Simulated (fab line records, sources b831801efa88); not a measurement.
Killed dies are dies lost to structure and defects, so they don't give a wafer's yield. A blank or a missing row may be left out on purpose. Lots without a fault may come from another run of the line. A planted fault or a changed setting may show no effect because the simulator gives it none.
A struck lot beside a sound one | flow sky130 | 35 steps out of a route of 708
Sound: wafers L909.1, L909.2, L909.3. Struck: wafers L901.4, L901.5, L901.6. The cause comes at the end.
At each step with rows: each side's tool, then ch and its chambers, then its first start. Under that, the readings that differ: sound wafers | struck wafers | difference of the means | sigmas: that difference in standard deviations of wafers without a fault.
alike: readings whose means differ by less than 2 such deviations, and words and numbers that are the same on both sides. not compared: withheld readings, readings that some wafer has no value for, bounds like >300 that may hide the same value, and numbers for which the record gives no deviation and whose values overlap.
The two part at a step that has a row with sigmas, a row that says differs or no value, or rows on one side only. Numbers that don't overlap but have no deviation are shown without sigmas and don't part them. A reading that every wafer of one side lacks parts them only if that side has two wafers or more.

first, 10 steps without rows for these wafers: SKY_VIA1_SOFTBAKE_08 (time 90 s); SKY_VIA1_EXPOSE_09 (exposes mask VIM, target cd 150 nm); SKY_VIA1_PEB_10; SKY_VIA1_DEVELOP_11 (develop time 60 s); SKY_VIA1_ETCH_14 (etches BARC in N2/H2, stops on SiO2, time 45.9 s, target depth 60 nm); SKY_VIA1_ETCH_15 (etches SiO2 in C4F8/O2/Ar, stops on TiN, target depth 351 nm, time 54 s); SKY_VIA1_STRIP_16 (strips in O2/N2); SKY_VIA1_STRIP_17 (strips in post etch residue remover, time 1200 s); SKY_VIA1_CLEAN_18 (cleans in IPA, time 180 s); SKY_VIA1_CLEAN_19 (cleans in O3/DIW).
SKY_VIA1_SPUTTER_20: material TiN, target thk 20 nm, time 80 s.
  sound on pvd_sputter-01, day 40 04:37; struck on pvd_sputter-03, day 37 21:06
  alike: throttle_valve_pct
then, 23 steps without rows for these wafers: SKY_VIA1_CVD_21 (deposits W, target thk 270 nm, time 80.902 s); SKY_VIA1_CMP_24 (polishes, stops on SiO2, t overpolish 15 s, target thk 0 nm); SKY_METAL2_SPUTTER_00 (material Ti, target thk 15 nm, time 10 s); SKY_METAL2_SPUTTER_01 (material TiN, target thk 20 nm, time 16.7 s); SKY_METAL2_SPUTTER_02 (material AlCu, target thk 250 nm, time 13.3 s); SKY_METAL2_SPUTTER_03 (material Ti, target thk 5 nm, time 3.3 s); SKY_METAL2_SPUTTER_04 (material TiN, target thk 70 nm, time 58.3 s); SKY_METAL2_DEHYDRATE_07 (time 60 s); SKY_METAL2_HMDS_08 (prime time 60 s); SKY_METAL2_COAT_09 (resist thk 60 nm); SKY_METAL2_COAT_10 (resist thk 450 nm); SKY_METAL2_SOFTBAKE_11 (time 90 s); SKY_METAL2_EXPOSE_12 (exposes mask MM2, target cd 140 nm); SKY_METAL2_PEB_13; SKY_METAL2_DEVELOP_14 (develop time 60 s); SKY_METAL2_DESCUM_17 (chemistry O2, time 8 s); SKY_METAL2_ETCH_18 (etches BARC in N2/H2, stops on SiO2, time 45.9 s, target depth 60 nm); SKY_METAL2_METAL_ETCH_19 (etches the open film in Cl2/BCl3, stops on SiO2, target depth 360 nm, time 78 s); SKY_METAL2_STRIP_20 (strips in O2/N2); SKY_METAL2_STRIP_21 (strips in post etch residue remover, time 1200 s); SKY_METAL2_CLEAN_22 (cleans in IPA, time 180 s); SKY_METAL2_CLEAN_23 (cleans in O3/DIW); SKY_VIA2_HDPCVD_00 (deposits SiO2, target thk 1180 nm, time 196.7 s).
-- the record jumps here: 11 days lie between the struck wafers' starts before and after (it left off in module VIA2 and takes up again in module PAD_OPEN, whose first step shown is number 708 of the route) --
SKY_PAD_OPEN_PROBE_99:
  sound on prober-01, day 50 13:47; struck on prober-01, day 48 19:37
  reading                               | sound               | struck            | difference | sigmas
  killed_at_M0_to_M3                    | 44 51 40            | 66 53 77          | +20        | +3
  sort_bin_3_pad_short (%)              | 0.2 0.2 1.8         | 2.6 2.0 3.7       | +2.0       | +5
  model.etest.tester.sort_bin_3_pct (%) | 0.2033 0.2033 1.829 | 2.642 2.033 3.659 | +2.033     |
  alike: defect_limited_yield, killed_at_M4_up, killed_at_contacts, killed_at_front_end, killed_at_other, killed_dies, killed_open, killed_short, sort_bin_5_function, sort_bin_6_memory, sort_n_pass, sort_yield_pct
  not compared: model.etest.tester.sort_n_pass, model.etest.tester.sort_yield_pct, model.etest.tester.sort_bin_5_pct

WHERE THEY PART
Only at SKY_PAD_OPEN_PROBE_99, within this record.

WHY: what the simulator had put in
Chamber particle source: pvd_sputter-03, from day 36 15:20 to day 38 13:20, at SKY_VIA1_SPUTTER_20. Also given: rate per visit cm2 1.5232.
